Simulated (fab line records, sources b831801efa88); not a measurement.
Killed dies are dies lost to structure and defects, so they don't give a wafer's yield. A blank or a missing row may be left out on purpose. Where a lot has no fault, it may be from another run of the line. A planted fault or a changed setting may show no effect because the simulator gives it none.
fab line records	flow sky130
[record] lots = 5	wafers = 15	lastDay = 50
route steps=708 shown NWELL@77 PWDE@84 VT_ADJUST_HVTP@85 VT_ADJUST_LVTN@97 PAD_OPEN@708
lots untouched by any fault: they come from a run of this same line in which no faults occurred
startH: the number of hours between the record's first day and the start of the first shown wafer of the lot	waitH: how many hours have passed since the lot's step before this one	" identical to the entry in the row above	L1.1+2: a row that stands for several wafers	- no value, or no start given	* or withheld: withheld	< > ~ a bound
route shown NAME@n: a module of which the file shows steps, and the number in the route of the first	usual: average and standard deviation across the fault-free wafers	same: alike in all rows	chamber/n: place in a boat	sites: each site's reading	_std_site: the standard deviation of these	_edge_site: inner sites' mean taken away from outer sites' mean	radiusMm: how far each site lies from the wafer's centre	mask NAME#n: copy n	behind: the most recent tool/chamber to have shaped the wafer	hold: cause of the lot's hold/its duration in hours/its outcome	device: names the non-switching transistor (n, p or np)	end of line: at the end of the route, the tests of the same wafers	a step with no rows: only its recipe	killed: the dies lost at the first sort to structure and to defects; this is not the yield of the wafer	map: a wafer's dies, x killed, . not, _ none there
set.NAME: setting as actually run; set.NAME@STEP: the setting as run at that earlier step	model.NAME: the simulator's own value behind a step, which no gauge read
lots at some steps of the route; a table a step, a row a wafer
services: a tool's chamber out of use, with start hour (startH, from the record's first day; less than 0 if before it), hours out, and reason
[[steps]]
[step SKY_NWELL_IMPLANT_24]
[recipe] species = B	energyKev = 140	doseCm2 = 9.005e+12	tiltDeg = withheld
[step SKY_NWELL_STRIP_25]
[recipe] chemistry = O2/N2	powerW = 1400	pressureMtorr = 1500	platenTempC = withheld	o2FlowSccm = 3000	n2FlowSccm = 300	overashFraction = 0.5
[usual] drypumpMotorCurrentA = 6.1/0.41	oesProductAu = 0.722/0.0042	stripTimeToEndpointS = 36.97/0.083
lot.wafer	tool	chamber	startH	waitH	drypumpMotorCurrentA	oesProductAu	rfHoursCounterH	stripTimeToEndpointS
L641.2	plasmaAsher-01	0	101.74	0.1	6.3	0.724	40	36.87
L641.4	"	0	"	"	6.3	0.722	-	36.96
L641.6	"	1	"	"	5.3	0.718	-	36.95
L648.1	plasmaAsher-04	1	147.21	0.1	6.6	0.721	48	36.92
L648.4	"	1	"	"	6.6	0.716	-	36.91
L648.6	"	1	"	"	6.6	0.728	-	36.87
L659.1	plasmaAsher-01	1	214.86	0.1	5.3	0.720	52	36.98
L659.3	"	0	"	"	6.3	0.726	-	36.92
L659.6	"	0	"	"	6.3	0.729	-	36.97
L658.1	plasmaAsher-03	0	216.86	0.1	6.0	0.715	11	37.03
L658.2	"	1	"	"	6.2	0.724	11	37.02
L658.4	"	0	"	"	6.1	0.728	-	36.98
L664.3	plasmaAsher-04	1	245.04	0.1	6.6	0.726	-	36.85
L664.4	"	0	"	"	6.4	0.724	-	36.94
L664.5	"	0	"	"	6.4	0.728	-	37.01
[step SKY_NWELL_TW_MEAS_26]
[usual] NWELL_2_TW = 493/4.9
lot.wafer	tool	chamber	startH	waitH	NWELL_2_TW
L641.2	filmMetro-02	-	101.85	0.1	493
L641.4	"	-	"	"	490
L641.6	"	-	"	"	490
L648.1	filmMetro-04	-	147.31	0.1	488
L648.4	"	-	"	"	488
L648.6	"	-	"	"	489
L659.1	filmMetro-01	-	214.96	0.1	498
L659.3	"	-	"	"	496
L659.6	"	-	"	"	497
L658.1	filmMetro-01	-	216.96	0.1	499
L658.2	"	-	"	"	499
L658.4	"	-	"	"	497
L664.3	filmMetro-01	-	245.13	0.1	490
L664.4	"	-	"	"	493
L664.5	"	-	"	"	495
[step SKY_NWELL_CLEAN_27]
[recipe] chemistry = SC1/SC2	mix = 1:4:20	tempC = 70	timeS = 150	dry = n2Spin
[step SKY_NWELL_RTA_28]
[recipe] tempC = 1050	timeS = 30	idleTempC = 650	rampUpCPerS = 150	rampDownCPerS = 90	ambient = N2
[usual] lampPowerPct = 25.31/0.059	wafer_temp_C_max = 1054.8/0.96
lot.wafer	tool	chamber	startH	waitH	lampPowerPct	wafer_temp_C_max
L641.2	rtpAnneal-02	0	101.97	0.0	25.22	1054.1
L641.4	"	0	"	"	25.32	1054.0
L641.6	"	0	"	"	25.29	1056.6
L648.1	rtpAnneal-01	0	147.42	0.0	25.35	1054.3
L648.4	"	0	"	"	25.29	1055.0
L648.6	"	0	"	"	25.31	1056.8
L659.1	rtpAnneal-01	0	215.07	0.0	25.42	1055.0
L659.3	"	0	"	"	25.28	1055.4
L659.6	"	0	"	"	25.32	1054.7
L658.1	rtpAnneal-01	0	217.07	0.0	25.37	1055.0
L658.2	"	0	"	"	25.30	1054.4
L658.4	"	0	"	"	25.30	1054.2
L664.3	rtpAnneal-02	0	245.30	0.0	25.25	1054.3
L664.4	"	0	"	"	25.31	1055.6
L664.5	"	0	"	"	25.27	1055.4
[step SKY_NWELL_RS_MEAS_29]
[recipe] thkMeasGauge = four-point-probe
[usual] NWELL_RS = 624.2/1.7
lot.wafer	tool	chamber	startH	waitH	NWELL_RS[ohm/sq]
L641.2	filmMetro-04	-	102.08	0.1	624.3
L641.4	"	-	"	"	625.0
L641.6	"	-	"	"	623.8
L648.1	filmMetro-01	-	147.52	0.1	626.0
L648.4	"	-	"	"	624.4
L648.6	"	-	"	"	624.3
L659.1	filmMetro-04	-	215.17	0.1	625.2
L659.3	"	-	"	"	625.0
L659.6	"	-	"	"	623.0
L658.1	filmMetro-02	-	217.17	0.1	622.8
L658.2	"	-	"	"	621.2
L658.4	"	-	"	"	620.4
L664.3	filmMetro-04	-	245.41	0.1	625.3
L664.4	"	-	"	"	625.3
L664.5	"	-	"	"	624.5
[step SKY_NWELL_RS_MEAS_31]
[recipe] thkMeasGauge = four-point-probe
[usual] PWDE_RS = 5272/17
lot.wafer	tool	chamber	startH	waitH	PWDE_RS[ohm/sq]
L641.2	filmMetro-04	-	102.32	0.1	5261
L641.4	"	-	"	"	5258
L641.6	"	-	"	"	5258
L648.1	filmMetro-01	-	147.76	0.1	5254
L648.4	"	-	"	"	5264
L648.6	"	-	"	"	5238
L659.1	filmMetro-04	-	215.41	0.1	5291
L659.3	"	-	"	"	5265
L659.6	"	-	"	"	5255
L658.1	filmMetro-02	-	217.41	0.1	5302
L658.2	"	-	"	"	5295
L658.4	"	-	"	"	5298
L664.3	filmMetro-04	-	245.65	0.1	5292
L664.4	"	-	"	"	5291
L664.5	"	-	"	"	5299
[step SKY_VT_ADJUST_HVTP_DEHYDRATE_00]
[recipe] tempC = 200	timeS = 60
[step SKY_VT_ADJUST_HVTP_HMDS_01]
[recipe] primeTimeS = 60	primeTempC = 120
[step SKY_VT_ADJUST_HVTP_COAT_02]
[recipe] resist = NOVOLAK	spinRpm = 3000	resistThkNm = 1140
[step SKY_VT_ADJUST_HVTP_SOFTBAKE_03]
[recipe] tempC = 90	timeS = 60	resist = NOVOLAK
[step SKY_VT_ADJUST_HVTP_EXPOSE_04]
[recipe] maskId = HVTPM	na = 0.6	sourceShape = conventional	sigmaOuter = 0.6	polarization = unpolarized	targetCdNm = 380	doseMj = 140
[usual] focusOffsetNm = 0.0/0.52
[same] sigmaOuter = 0.6
lot.wafer	tool	chamber	startH	waitH	mask	focusOffsetNm
L641.2	ilineStepper-01	0	110.85	-	HVTPM#0	-0.2
L641.4	"	0	"	"	HVTPM#0	0.4
L641.6	"	0	"	"	HVTPM#0	-0.1
L648.1	ilineStepper-02	0	157.18	-	NWM_COMPLEMENT_LESS_NATIVE#0	-0.4
L648.4	"	0	"	"	NWM_COMPLEMENT_LESS_NATIVE#0	0.8
L648.6	"	0	"	"	NWM_COMPLEMENT_LESS_NATIVE#0	0.2
L659.1	ilineStepper-01	0	227.11	-	HVTPM#0	-0.5
L659.3	"	0	"	"	HVTPM#0	0.4
L659.6	"	0	"	"	HVTPM#0	0.7
L658.1	ilineStepper-01	0	228.23	-	HVTPM#0	-0.6
L658.2	"	0	"	"	HVTPM#0	0.7
L658.4	"	0	"	"	HVTPM#0	-0.9
L664.3	ilineStepper-02	0	256.89	-	HVTPM#0	-0.1
L664.4	"	0	"	"	HVTPM#0	-0.7
L664.5	"	0	"	"	HVTPM#0	-0.4
[step SKY_VT_ADJUST_HVTP_PEB_05]
[recipe] tempC = withheld	timeS = *	resist = NOVOLAK
[step SKY_VT_ADJUST_HVTP_DEVELOP_06]
[recipe] resist = NOVOLAK	developer = TMAH	developTimeS = 58.92	devTempC = 23
[step SKY_VT_ADJUST_HVTP_CD_MEAS_07]
[recipe] targetCdNm = 380
[usual] cdNm = 378.4/2.6
lot.wafer	tool	chamber	startH	waitH	cdNm
L641.2	cdSem-02	-	119.88	0.1	378.9
L641.4	"	-	"	"	377.0
L641.6	"	-	"	"	382.3
L648.1	cdSem-01	-	166.28	0.1	-
L648.4	"	-	"	"	-
L648.6	"	-	"	"	-
L659.1	cdSem-01	-	237.81	0.1	377.0
L659.3	"	-	"	"	377.1
L659.6	"	-	"	"	380.6
L658.1	cdSem-01	-	238.83	0.1	381.1
L658.2	"	-	"	"	380.5
L658.4	"	-	"	"	380.4
L664.3	cdSem-01	-	267.67	0.1	373.5
L664.4	"	-	"	"	375.1
L664.5	"	-	"	"	377.5
[step SKY_VT_ADJUST_HVTP_OVL_MEAS_08]
[usual] VT_ADJUST_HVTP_OVL = -0.5/1.4
lot.wafer	tool	chamber	startH	waitH	VT_ADJUST_HVTP_OVL[nm]
L641.2	overlay-01	-	119.98	0.1	-0.8
L641.4	"	-	"	"	0.3
L641.6	"	-	"	"	1.5
L648.1	overlay-01	-	166.40	0.1	-
L648.4	"	-	"	"	-
L648.6	"	-	"	"	-
L659.1	overlay-01	-	237.93	0.1	-1.0
L659.3	"	-	"	"	0.2
L659.6	"	-	"	"	-1.9
L658.1	overlay-01	-	238.95	0.1	-1.6
L658.2	"	-	"	"	-1.5
L658.4	"	-	"	"	-0.8
L664.3	overlay-02	-	267.76	0.1	-0.7
L664.4	"	-	"	"	-2.1
L664.5	"	-	"	"	-3.1
[step SKY_VT_ADJUST_HVTP_IMPLANT_09]
[recipe] species = As	energyKev = 150	doseCm2 = 4.3e+12	tiltDeg = withheld
[step SKY_VT_ADJUST_HVTP_STRIP_10]
[recipe] chemistry = O2/N2	powerW = 1400	pressureMtorr = 1500	platenTempC = withheld	o2FlowSccm = 3000	n2FlowSccm = 300	overashFraction = 0.5
[usual] drypumpMotorCurrentA = 5.8/0.6	oesProductAu = 0.715/0.0047	stripTimeToEndpointS = 14.18/0.04
lot.wafer	tool	chamber	startH	waitH	drypumpMotorCurrentA	oesProductAu	rfHoursCounterH	stripTimeToEndpointS
L641.2	plasmaAsher-01	0	120.16	0.1	6.3	0.713	42	14.21
L641.4	"	1	"	"	5.4	0.717	-	14.15
L641.6	"	1	"	"	5.4	0.719	-	14.17
L648.1	plasmaAsher-02	1	166.59	0.1	5.6	0.716	38	14.15
L648.4	"	0	"	"	5.0	0.724	-	14.16
L648.6	"	1	"	"	5.6	0.710	-	14.16
L659.1	plasmaAsher-02	1	238.11	0.1	5.6	0.718	45	14.22
L659.3	"	1	"	"	5.6	0.710	-	14.18
L659.6	"	0	"	"	5.0	0.706	-	14.21
L658.1	plasmaAsher-01	0	239.14	0.1	6.3	0.705	54	14.15
L658.2	"	1	"	"	5.4	0.719	54	14.12
L658.4	"	0	"	"	6.3	0.710	-	14.19
L664.3	plasmaAsher-04	0	267.97	0.1	6.4	0.714	-	14.16
L664.4	"	1	"	"	6.6	0.712	-	14.15
L664.5	"	1	"	"	6.6	0.714	-	14.13
[step SKY_VT_ADJUST_HVTP_TW_MEAS_11]
[usual] VT_ADJUST_HVTP_TW = 1352/11
lot.wafer	tool	chamber	startH	waitH	VT_ADJUST_HVTP_TW
L641.2	filmMetro-01	-	120.27	0.1	1352
L641.4	"	-	"	"	1354
L641.6	"	-	"	"	1355
L648.1	filmMetro-02	-	166.69	0.1	30
L648.4	"	-	"	"	30
L648.6	"	-	"	"	30
L659.1	filmMetro-03	-	238.21	0.1	1347
L659.3	"	-	"	"	1346
L659.6	"	-	"	"	1341
L658.1	filmMetro-01	-	239.24	0.1	1364
L658.2	"	-	"	"	1371
L658.4	"	-	"	"	1377
L664.3	filmMetro-01	-	268.06	0.1	1369
L664.4	"	-	"	"	1373
L664.5	"	-	"	"	1365
[step SKY_VT_ADJUST_LVTN_DEHYDRATE_00]
[recipe] tempC = 200	timeS = 60
[step SKY_VT_ADJUST_LVTN_HMDS_01]
[recipe] primeTimeS = 60	primeTempC = 120
[step SKY_VT_ADJUST_LVTN_COAT_02]
[recipe] spinRpm = 2000	resistThkNm = 3000
[step SKY_VT_ADJUST_LVTN_SOFTBAKE_03]
[recipe] tempC = 110	timeS = withheld
[step SKY_VT_ADJUST_LVTN_EXPOSE_04]
[recipe] maskId = NWM_COMPLEMENT_LESS_NATIVE	na = 0.6	sourceShape = conventional	sigmaOuter = 0.6	polarization = unpolarized	targetCdNm = 840	doseMj = 194
[step SKY_VT_ADJUST_LVTN_PEB_05]
[recipe] tempC = 115	timeS = withheld
[step SKY_VT_ADJUST_LVTN_DEVELOP_06]
[recipe] wallAngleDeg = 90	developer = TMAH	developTimeS = 60	devTempC = 23
[step SKY_VT_ADJUST_LVTN_OVL_MEAS_07]
[usual] VT_ADJUST_LVTN_OVL = -0.2/1.6
lot.wafer	tool	chamber	startH	waitH	VT_ADJUST_LVTN_OVL[nm]
L641.2	overlay-02	-	138.89	-	0.4
L641.4	"	-	"	"	-0.7
L641.6	"	-	"	"	0.1
L648.1	overlay-02	-	186.68	-	0.6
L648.4	"	-	"	"	1.5
L648.6	"	-	"	"	2.1
L659.1	overlay-01	-	260.63	-	0.1
L659.3	"	-	"	"	0.6
L659.6	"	-	"	"	1.5
L658.1	overlay-02	-	261.93	-	-2.9
L658.2	"	-	"	"	-0.9
L658.4	"	-	"	"	-0.1
L664.3	overlay-01	-	292.14	-	-2.8
L664.4	"	-	"	"	-0.1
L664.5	"	-	"	"	0.3
[step SKY_VT_ADJUST_LVTN_IMPLANT_08]
[recipe] species = B	energyKev = 30	doseCm2 = 1.57e+12	tiltDeg = withheld
[step SKY_VT_ADJUST_LVTN_STRIP_09]
[recipe] chemistry = O2/N2	powerW = 1400	pressureMtorr = 1500	platenTempC = withheld	o2FlowSccm = 3000	n2FlowSccm = 300	overashFraction = 0.5
[usual] drypumpMotorCurrentA = 5.8/0.59	oesProductAu = 0.723/0.0043	stripTimeToEndpointS = 36.93/0.094
lot.wafer	tool	chamber	startH	waitH	drypumpMotorCurrentA	oesProductAu	rfHoursCounterH	stripTimeToEndpointS
L641.2	plasmaAsher-04	0	139.07	0.1	6.4	0.719	47	37.01
L641.4	"	0	"	"	6.4	0.718	-	36.98
L641.6	"	0	"	"	6.3	0.715	-	37.01
L648.1	plasmaAsher-03	0	186.87	0.1	6.1	0.722	8	36.95
L648.4	"	1	"	"	6.2	0.724	-	36.81
L648.6	"	0	"	"	6.0	0.718	-	36.92
L659.1	plasmaAsher-02	1	260.82	0.1	5.6	0.722	47	36.99
L659.3	"	1	"	"	5.6	0.724	-	36.92
L659.6	"	1	"	"	5.6	0.729	-	37.01
L658.1	plasmaAsher-04	0	262.12	0.1	6.4	0.719	56	36.89
L658.2	"	1	"	"	6.6	0.731	56	36.87
L658.4	"	0	"	"	6.4	0.717	-	36.87
L664.3	plasmaAsher-03	0	292.35	0.1	6.0	0.732	-	36.82
L664.4	"	1	"	"	6.2	0.730	-	36.85
L664.5	"	1	"	"	6.2	0.721	-	36.77
[step SKY_VT_ADJUST_LVTN_TW_MEAS_10]
[usual] VT_ADJUST_LVTN_TW = 239.7/1.8
lot.wafer	tool	chamber	startH	waitH	VT_ADJUST_LVTN_TW
L641.2	filmMetro-02	-	139.18	0.1	241.2
L641.4	"	-	"	"	240.7
L641.6	"	-	"	"	241.2
L648.1	filmMetro-02	-	186.97	0.1	1370.4
L648.4	"	-	"	"	1358.0
L648.6	"	-	"	"	1362.5
L659.1	filmMetro-04	-	260.92	0.1	238.0
L659.3	"	-	"	"	238.4
L659.6	"	-	"	"	239.0
L658.1	filmMetro-04	-	262.22	0.1	238.2
L658.2	"	-	"	"	239.2
L658.4	"	-	"	"	238.6
L664.3	filmMetro-03	-	292.44	0.1	239.7
L664.4	"	-	"	"	239.4
L664.5	"	-	"	"	238.7
[step SKY_VT_ADJUST_LVTN_DEHYDRATE_11]
[recipe] tempC = 200	timeS = 60
[step SKY_PAD_OPEN_PROBE_99]
[usual] killed_at_M0_to_M3 = 43/7.2	killed_at_M4_up = 3.3/2	killedAtContacts = 25/5.8	killedAtFrontEnd = 15/4.5	killedAtOther = 0.3/0.62	killedDies = 86/9.4	killedOnRim = 17/3.7	killedOpen = 47/7.1	killedShort = 39/6
[same] grossDies = 492	killedAtBackSide = 0
lot.wafer	tool	chamber	startH	waitH	killed_at_M0_to_M3	killed_at_M4_up	killedAtContacts	killedAtFrontEnd	killedAtOther	killedDies	killedOnRim	killedOpen	killedShort
L641.2	prober-01	-	1081.04	0.1	42	1	28	15	0	86	17	50	36
L641.4	prober-01	-	1081.14	0.2	47	3	33	15	0	98	15	57	41
L641.6	prober-01	-	1081.24	0.2	49	3	17	18	0	87	14	44	43
L648.1	prober-02	-	1122.75	0.1	41	1	27	423	0	492	96	45	43
L648.4	prober-02	-	1122.90	0.2	31	6	32	423	0	492	96	33	50
L648.6	prober-02	-	1123.00	0.2	28	3	24	437	0	492	96	40	35
L659.1	prober-02	-	1176.13	0.1	50	1	24	17	0	92	17	44	48
L659.3	prober-02	-	1176.23	0.2	34	3	24	9	1	71	7	40	31
L659.6	prober-02	-	1176.38	0.2	37	3	31	21	0	92	13	49	43
// killed by level:class
L641.2 VIA1:geometricParticle:open=11 CONTACT:geometricParticle:open=9 LI_CONTACT:geometricParticle:open=7 VIA2:geometricParticle:open=7 VIA3:geometricParticle:open=6 LOCAL_INTERCONNECT:geometricParticle:short=5 CONTACT:geometricParticle:short=5 METAL3:geometricParticle:short=4
L641.4 VIA1:geometricParticle:open=11 VIA3:geometricParticle:open=11 LI_CONTACT:geometricParticle:open=10 FIELD_ISO:geometricParticle:short=6 LOCAL_INTERCONNECT:geometricParticle:short=6 CONTACT:geometricParticle:open=6 METAL1:geometricParticle:short=5 VIA2:geometricParticle:open=5
L641.6 VIA1:geometricParticle:open=12 VIA3:geometricParticle:open=7 METAL1:geometricParticle:short=6 FIELD_ISO:geometricParticle:short=5 LI_CONTACT:geometricParticle:open=5 METAL3:geometricParticle:short=5 FIELD_ISO:geometricParticle:open=4 POLY_GATE:geometricParticle:short=4
L648.1 VT_ADJUST_HVTP:areaExpose=404 VIA1:geometricParticle:open=11 CONTACT:geometricParticle:short=8 VIA2:geometricParticle:open=7 LI_CONTACT:geometricParticle:open=7 VIA1:geometricParticle:short=7 LOCAL_INTERCONNECT:geometricParticle:short=6 FIELD_ISO:geometricParticle:open=5
L648.4 VT_ADJUST_HVTP:areaExpose=409 LI_CONTACT:geometricParticle:open=10 CONTACT:geometricParticle:short=7 METAL1:geometricParticle:short=7 METAL3:geometricParticle:short=6 CONTACT:geometricParticle:open=6 FIELD_ISO:geometricParticle:short=5 LOCAL_INTERCONNECT:geometricParticle:short=5
L648.6 VT_ADJUST_HVTP:areaExpose=416 CONTACT:geometricParticle:open=10 FIELD_ISO:geometricParticle:short=7 VIA1:geometricParticle:open=6 POLY_GATE:geometricParticle:open=5 LI_CONTACT:geometricParticle:open=5 VIA2:geometricParticle:open=5 VIA3:geometricParticle:open=5
L659.1 VIA1:geometricParticle:open=17 METAL1:geometricParticle:short=8 CONTACT:geometricParticle:open=7 FIELD_ISO:geometricParticle:short=5 LI_CONTACT:geometricParticle:short=5 LI_CONTACT:geometricParticle:open=5 VIA3:geometricParticle:short=5 LOCAL_INTERCONNECT:geometricParticle:short=4
L659.3 CONTACT:geometricParticle:open=8 LI_CONTACT:geometricParticle:open=7 VIA3:geometricParticle:open=7 METAL2:geometricParticle:short=6 FIELD_ISO:geometricParticle:open=5 VIA1:geometricParticle:open=5 CONTACT:geometricParticle:short=5 VIA1:geometricParticle:short=5
L659.6 CONTACT:geometricParticle:open=14 METAL1:geometricParticle:short=7 VIA1:geometricParticle:open=7 VIA3:geometricParticle:open=7 LI_CONTACT:geometricParticle:short=6 POLY_GATE:geometricParticle:open=5 LI_CONTACT:geometricParticle:open=5 FIELD_ISO:geometricParticle:open=4
// map L648.1 (x killed, . not)
__________xxxxxxxxxx_________
________xxxxxxxxxxxxxx_______
______xxxxxxxxxxxxxxxxxx_____
_____xxxxxxxxxxxxxxxxxxxx____
____xxxxxxxxxxxxxxxxxxxxxx___
___xxxxxxxxxxxxxxxxxxxxxxxx__
__xxxxxxxxxxxxxxxxxxxxxxxxxx_
_xxxxxxxxxxxxxxxxxxxxxxxxxxxx
_xxxxxxxxxxxxxxxxxxxxxxxxxxxx
_xxxxxxxxxxxxxxxxxxxxxxxxxxxx
_xxxxxxxxxxxxxxxxxxxxxxxxxxxx
_xxxxxxxxxxxxxxxxxxxxxxxxxxxx
_xxxxxxxxxxxxxxxxxxxxxxxxxxxx
_xxxxxxxxxxxxxxxxxxxxxxxxxxxx
_xxxxxxxxxxxxxxxxxxxxxxxxxxxx
__xxxxxxxxxxxxxxxxxxxxxxxxxx_
___xxxxxxxxxxxxxxxxxxxxxxxx__
____xxxxxxxxxxxxxxxxxxxxxx___
_____xxxxxxxxxxxxxxxxxxxx____
______xxxxxxxxxxxxxxxxxx_____
________xxxxxxxxxxxxxx_______
__________xxxxxxxxxx_________
// map L664.3 (x killed, . not)
__________...x......_________
________.......x.....x_______
______..x....x.xx......._____
_____..x......x.........x____
____...x.......x....x..x..___
___....x.....x...x....x..x.__
__.x.x.x..xx........xx.x...x_
_.xx..x......................
_.x.xx....x....x..x....x..x..
_.....x..x....x..x...x.......
_x....x...x.........x..xx....
_...xxx...x..........x.......
_......x.................x...
_x.....x......x..............
_..............x.............
__.x....x........x....xx.x.._
___.............x........x.__
____x..x.x..x..xxxx......x___
_____...............x..xx____
______...x...x.x.....x.._____
________..x..........._______
__________.x........_________
[[services]]
tool	chamber	startH	hours	kind
plasmaAsher-04	-	78.23	2.8	pm
plasmaAsher-03	-	108.75	9.0	pm
plasmaAsher-03	0	108.75	9.0	ventCycle
plasmaAsher-03	1	108.75	9.0	ventCycle
plasmaAsher-03	0	117.75	-	clean
plasmaAsher-03	1	117.75	-	clean
rtpAnneal-01	-	125.61	2.4	pm
plasmaAsher-04	-	142.19	0.4	repair
ilineStepper-02	-	147.81	1.7	pm
plasmaAsher-04	-	157.71	30.0	pm
plasmaAsher-02	-	173.78	0.4	repair
rtpAnneal-02	-	185.70	32.2	pm
plasmaAsher-04	-	208.07	2.9	repair
ilineStepper-01	-	211.71	1.7	pm
ilineStepper-02	0	221.66	-	calibration
ilineStepper-02	-	244.36	2.1	pm
ilineStepper-02	-	246.44	-	consumableReplace:lamp
ilineStepper-01	0	280.34	-	calibration
[[key]]
[firstSign] step = SKY_VT_ADJUST_HVTP_EXPOSE_04	reading = mask	direction = changed
[effect] step = SKY_VT_ADJUST_HVTP_CD_MEAS_07	reading = cdNm	direction = missing
[effect] step = SKY_VT_ADJUST_HVTP_OVL_MEAS_08	reading = VT_ADJUST_HVTP_OVL	direction = missing
[effect] step = SKY_VT_ADJUST_HVTP_TW_MEAS_11	reading = VT_ADJUST_HVTP_TW	direction = down	sigmas = 99+	usual = 1352	struck = 30
[effect] step = SKY_VT_ADJUST_LVTN_TW_MEAS_10	reading = VT_ADJUST_LVTN_TW	direction = up	sigmas = 99+	usual = 239.7	struck = 1363.6
[effect] step = SKY_PAD_OPEN_PROBE_99	reading = killedAtFrontEnd	direction = up	sigmas = 92	usual = 15	struck = 428
[moreKillsBornAt] SKY_VT_ADJUST_HVTP_EXPOSE_04@ilineStepper-02 = 1229
metAt SKY_VT_ADJUST_HVTP_EXPOSE_04
struckWafers L648.1,L648.4,L648.6
testerLeftOut L648
[fault] kind = wrongMask	tool = any	chamber = -	onsetH = 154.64	steps = SKY_VT_ADJUST_HVTP_EXPOSE_04	auxCopy = NWM_COMPLEMENT_LESS_NATIVE#0	scope = struckLotsOnly
// testerLeftOut: of these lots the tester's yield and bins aren't shown, on N5 and GAA mostly nor the transistor test; their killed dies are dies lost to structure and defects alone, not to doping, threshold or leakage, so they don't give the yield
